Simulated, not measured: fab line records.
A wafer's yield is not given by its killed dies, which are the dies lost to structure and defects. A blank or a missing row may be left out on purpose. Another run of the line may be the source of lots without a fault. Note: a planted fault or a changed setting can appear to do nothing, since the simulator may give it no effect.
What tool caused it? -- flow gf180mcu -- 21 wafers from 7 lots sampled at 3 of the route's 602 steps

== WHAT THE GAUGES READ, wafer by wafer ==
GF_HV_LDD_TW_MEAS_50.
lot,measured,on,HV_LDD_4_TW
L755,day 11 21:41,filmMetro-02,564 563 562
L759,day 13 06:30,filmMetro-04,573 572 574
L762,day 15 23:01,filmMetro-03,580 577 580
L763,day 16 02:07,filmMetro-04,573 574 571
L768,day 17 14:38,filmMetro-03,574 577 579
L771,day 18 11:36,filmMetro-02,566 565 561
L777,day 20 15:13,filmMetro-02,569 564 564

== EACH LOT AND THE TOOL THAT RAN IT (in order: tool; ch and the chambers of the sampled wafers; start) ==
lot,GF_HV_LDD_STRIP_37,GF_HV_LDD_SOFTBAKE_42
L755,"plasmaAsher-02 ch 0,1, day 11 02:14","lithoTrack-02 ch 0, day 11 12:15"
L759,"plasmaAsher-02 ch 0,1, day 12 10:20","lithoTrack-04 ch 0, day 12 19:55"
L762,"plasmaAsher-04 ch 0,1, day 15 01:05","lithoTrack-03 ch 0, day 15 12:08"
L763,"plasmaAsher-02 ch 0,1, day 15 03:47","lithoTrack-04 ch 0, day 15 14:56"
L768,"plasmaAsher-03 ch 0,1, day 16 14:29","lithoTrack-04 ch 0, day 17 02:41"
L771,"plasmaAsher-04 ch 0,1, day 17 11:46","lithoTrack-04 ch 0, day 17 23:31"
L777,"plasmaAsher-03 ch 0,1, day 19 14:29","lithoTrack-02 ch 0, day 20 03:01"
- GF_HV_LDD_STRIP_37: strips in O2/N2.
- GF_HV_LDD_SOFTBAKE_42: time 60 s.

== THE ANSWER, worked out from the rows above alone ==
Rule: what is usual is taken from the lots themselves. The widest of any qualifying gaps counts: lots, ordered by their means at a reading, are off when they make up no more than a third of the lots, leave a main group of 4 or more, and stand apart from it by 3 or more times the standard deviation of that group's means. If all means in a main group match to the digits the tables above print for the reading, that group is not used. A lot without any number at a reading at which 4 lots or more have one is off too. All remaining lots with rows at the step are treated as sound.
Across all readings shown, no lot is off: no conclusion can be drawn from this.

== WHAT WAS PUT IN BY THE SIMULATOR ==
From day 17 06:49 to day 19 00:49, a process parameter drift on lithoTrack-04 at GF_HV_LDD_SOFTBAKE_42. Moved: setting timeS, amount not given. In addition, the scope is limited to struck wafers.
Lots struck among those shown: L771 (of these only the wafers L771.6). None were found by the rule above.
